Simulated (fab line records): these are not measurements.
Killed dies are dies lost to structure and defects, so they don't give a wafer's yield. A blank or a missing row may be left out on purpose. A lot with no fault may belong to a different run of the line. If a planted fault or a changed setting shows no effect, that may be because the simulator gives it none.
8D (eight disciplines) problem report, filled in by code + flow gf180mcu + the parts of the form that need people (team, actions taken, sign-off) are left out

1. THE ISSUE
Wafers free of any fault read 0.328 ohm/sq (standard deviation 0.0034) for V2_W_RS at GF_V2_RS_MEAS_24, against a mean of 0.417 ohm/sq on 6 wafers of 2 lots. That is +26 standard deviations from the usual mean.
The step: measures by four-point-probe.
The first sign was on wafer L960.4 at day 24 23:50, on film_metro-03. At this step, 33 wafers from 11 lots have a number in the record. The rule behind "out" and "out of limits": a value lying over 4 standard deviations away from the usual mean. The rest of the wafers with a number are treated as sound.

2. WHAT THIS IS AND IS NOT
| question                    | is                     | is not                                                                          |
|-----------------------------|------------------------|---------------------------------------------------------------------------------|
| which readings at this step | V2_W_RS                | -                                                                               |
| which lots                  | L960, L962             | L948, L953, L954, L957, L958, L959, L961, L964, L970                            |
| which wafers of those lots  | all that have a number | -                                                                               |
| read on which gauges        | film_metro-03          | film_metro-01, film_metro-04                                                    |
| when                        | from day 24 23:50      | up to then (18 sound wafers); but 9 sound wafers of L961, L964, L970 came after |

3. SUSPECTS, AND WHAT RULES EACH OUT
Counting: a tool stays on the suspect list if, at a process step up to the reading, it processed all lots that are out and no sound lot following the first of them.
- the gauge at GF_V2_RS_MEAS_24 is ruled out. All the wafers that are out were read on film_metro-03, but those of them that GF_V2_CVD_23 has rows for are out there too, on other tools.
- cvd_w-02 at GF_V2_CVD_23 (deposits W, target thk 350 nm, time 104.94 s): ruled out as a lasting fault. Sound lots L970 ran on it after its first lot that is out, L960 (day 24 23:42).
Left after counting: nothing in the record.

4. THE CAUSE (what the simulator had put in)
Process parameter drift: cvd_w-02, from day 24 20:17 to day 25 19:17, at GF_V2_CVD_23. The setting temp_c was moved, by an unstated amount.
The count ruled it out by mistake, since the rule takes a fault to strike every lot its tool runs from the start of the fault on, and this one did not do so.

5. THE EFFECT CHAIN, in route order
Rows list readings where the struck wafers' mean (over those with a number) sits beyond 3 standard deviations from the usual. Readings are gone through only where the record gives a usual standard deviation; hours: the median, over the lots, of the time from a lot's start at the first step in this table giving one to that lot's start at this step; sigmas: the change measured in usual standard deviations.
| hours | step              | reading            | usual        | on struck wafers | change | sigmas |
|-------|-------------------|--------------------|--------------|------------------|--------|--------|
| 0     | GF_V2_CVD_23      | susceptor_temp_C   | 399.99 C     | 386.75           | -13.24 | -58    |
| 0     | GF_V2_RS_MEAS_24  | V2_W_RS            | 0.328 ohm/sq | 0.417            | +0.089 | +26    |
| 0     | GF_V2_THK_MEAS_25 | V2_W_THK           | 356 nm       | 280              | -76    | -17    |
| 0     | GF_V2_CMP_26      | time_to_endpoint_s | 83.1 s       | 64.9             | -18.2  | -7.0   |
Its process steps:
- GF_V2_CVD_23: deposits W, target thk 350 nm, time 104.94 s.
- GF_V2_CMP_26: polishes, stops on SiO2, t overpolish 15 s, target thk 0 nm.

6. WHAT WOULD HAVE CAUGHT IT SOONER
Counted from the fault's start at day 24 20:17, it took 4 hours until the first out-of-limits reading at a measuring or inspecting step in this record, taken at day 24 23:50.
The tool's own readings at GF_V2_CVD_23 were out on every struck wafer that the step has a row for (susceptor_temp_C): an alarm limit on them would have fired on the first of those.
